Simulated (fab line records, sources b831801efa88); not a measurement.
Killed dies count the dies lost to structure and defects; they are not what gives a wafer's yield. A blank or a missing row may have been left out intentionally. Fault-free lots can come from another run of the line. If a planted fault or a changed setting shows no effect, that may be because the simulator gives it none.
Struck lot and sound lot, side by side    flow gf180mcu    15 steps out of a route of 602
Sound: wafers L630.2, L630.4, L630.6. The struck wafers were L643.1, L643.5, L643.6. The cause is named last.
Order at every step that has rows: each side's tool, ch and its chambers, its first start. Under that, the readings that differ: sound wafers    struck wafers    difference of the means    sigmas: that difference in standard deviations of wafers without a fault.
alike: readings whose means differ by less than 2 such deviations, and words and numbers that are the same on both sides. not compared: withheld readings, readings that some wafer has no value for, bounds like >300 that may hide the same value, and numbers for which the record gives no deviation and whose values overlap.
Wherever a step has rows on one side only, a row that says differs or no value, or a row with sigmas, the two part there. Numbers that don't overlap but have no deviation are shown without sigmas and don't part them. A reading that every wafer of one side lacks parts them only if that side has two wafers or more.

first, 4 steps without rows for these wafers: GF_V2_SOFTBAKE_10 (time 60 s); GF_V2_EXPOSE_11 (exposes mask Via2, target cd 260 nm); GF_V2_PEB_12 (peb time 90 s); GF_V2_DEVELOP_13 (develop time 60 s).
GF_V2_CD_MEAS_14 targets a cd of 260 nm.
  sound on cd sem-01, day 23 08:01; struck on cd sem-01, day 27 12:08
reading     sound              struck             difference  sigmas
cd nm (nm)  258.2 258.0 257.5  262.5 261.9 261.4  +4.0        +4
GF_V2_OVL_MEAS_15:
  sound on overlay-02, day 23 08:08; struck on overlay-01, day 27 12:16
  alike: V2_OVL
GF_V2_ETCH_16: etches BARC in N2/H2.
  sound on rie diel-02 ch 2,3, day 23 08:10; struck on rie diel-01 ch 0,2,3, day 27 12:18
  alike: drypump motor current A, oes product au, throttle valve pct
GF_V2_ETCH_17: etches SiO2 in C4F8/O2/Ar, stops on TiN, target depth 630 nm.
  sound: rie diel-02 ch 2,3; struck: rie diel-01 ch 0,2,3
  alike: oes product au
GF_V2_STRIP_18: strips in O2/N2.
  sound on plasma asher-01 ch 1, day 23 08:17; struck on plasma asher-03 ch 0,1, day 27 12:26
reading             sound        struck       difference  sigmas
heater power w (W)  422 411 414  352 360 361  -58         -3
  alike: drypump motor current A, o2 flow sccm, oes product au
  not compared: rf hours counter h
then, 2 steps without rows for these wafers: GF_V2_STRIP_19 (strips in post etch residue remover, time 1200 s); GF_V2_CLEAN_20 (cleans in DIW).
GF_V2_SPUTTER_21: material Ti, target thk 15 nm, time 80.02 s.
  sound on pvd sputter-03, day 23 08:49; struck on pvd sputter-03, day 27 12:58
  alike: throttle valve pct
GF_V2_SPUTTER_22: material TiN, target thk 10 nm, time 40 s.
  sound on pvd sputter-03, day 23 08:53; struck on pvd sputter-03, day 27 13:02
reading                                 sound              struck             difference  sigmas
model.TiN_of_V2_SPUTTER_22.thk nm (nm)  10.06 10.11 10.05  8.888 9.111 9.076  -1.048      
  alike: throttle valve pct
GF_V2_CVD_23: deposits W, target thk 350 nm, time 104.94 s.
  sound on cvd w-02 ch 0,1, day 23 08:55; struck on cvd w-01 ch 0,1, day 27 13:04
  alike: heater power w
-- the record jumps here: 7 days lie between the struck wafers' starts before and after (it left off in module V2 and takes up again in module PASSIVATION, whose first step shown is number 602 of the route) --
GF_PASSIVATION_PROBE_99:
  record: rows for the struck wafers here (prober-02, day 34 17:23), none for the sound ones

== WHERE THEY PART ==
First at GF_V2_CD_MEAS_14; last, within this record, at GF_PASSIVATION_PROBE_99.

WHY: what had been put in by the simulator
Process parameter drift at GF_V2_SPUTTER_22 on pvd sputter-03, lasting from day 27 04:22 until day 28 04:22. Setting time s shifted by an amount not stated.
